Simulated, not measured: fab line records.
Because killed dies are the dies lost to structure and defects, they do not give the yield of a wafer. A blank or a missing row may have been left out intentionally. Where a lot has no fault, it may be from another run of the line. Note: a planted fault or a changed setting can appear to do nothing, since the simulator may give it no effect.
Matching of chambers -- flow sfqLine -- cmp-02 running SFQ_TRILAYER_I4_CMP_CMP_100: 4 sister chambers
The step polishes SiO2. 4 wafers are shown with their chamber, then 9 later ones without.

## WAFERS PAIRED WITH THEIR CHAMBERS
wafer,chamber,motorCurrentA (A)
L815.1,1,9.8
L819.2,2,10.5
L819.3,0,9.4
L819.4,3,9.6

## WAFERS WHOSE CHAMBER IS MISSING
wafer,motorCurrentA (A)
L820.2,10.3
L820.3,9.5
L820.5,10.0
L821.3,9.2
L821.4,11.0
L821.6,9.4
L822.2,9.5
L822.4,9.4
L822.6,10.3

## EACH ONE'S CHAMBER
wafer,from the rows above,in truth
L820.2,can't be placed: 2 or 1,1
L820.3,can't be placed: 0 or 3 or 1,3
L820.5,can't be placed: 1 or 3 or 2 or 0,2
L821.3,can't be placed: 0 or 3 or 1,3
L821.4,2,2
L821.6,can't be placed: 0 or 3 or 1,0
L822.2,can't be placed: 0 or 3 or 1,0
L822.4,can't be placed: 0 or 3 or 1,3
L822.6,can't be placed: 2 or 1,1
Placed correctly: 1 of 9. These rows do not allow placing 8 (true chamber among the candidates in 8). Wrongly placed: 0.
How it was worked out, from the rows above alone: a wafer's distance from a chamber is the root of the sum, over the readings, of the square of ((its reading less the chamber's mean) divided by the reading's scatter). The wafer belongs to the nearest chamber; if the next one is less than 2 further off, it can't be placed. For every chamber, the mean is computed from those of its wafers that are shown. The scatter (one wafer shown for each chamber): square how far every hidden wafer sits from the nearest shown wafer, average those squares and take the square root.
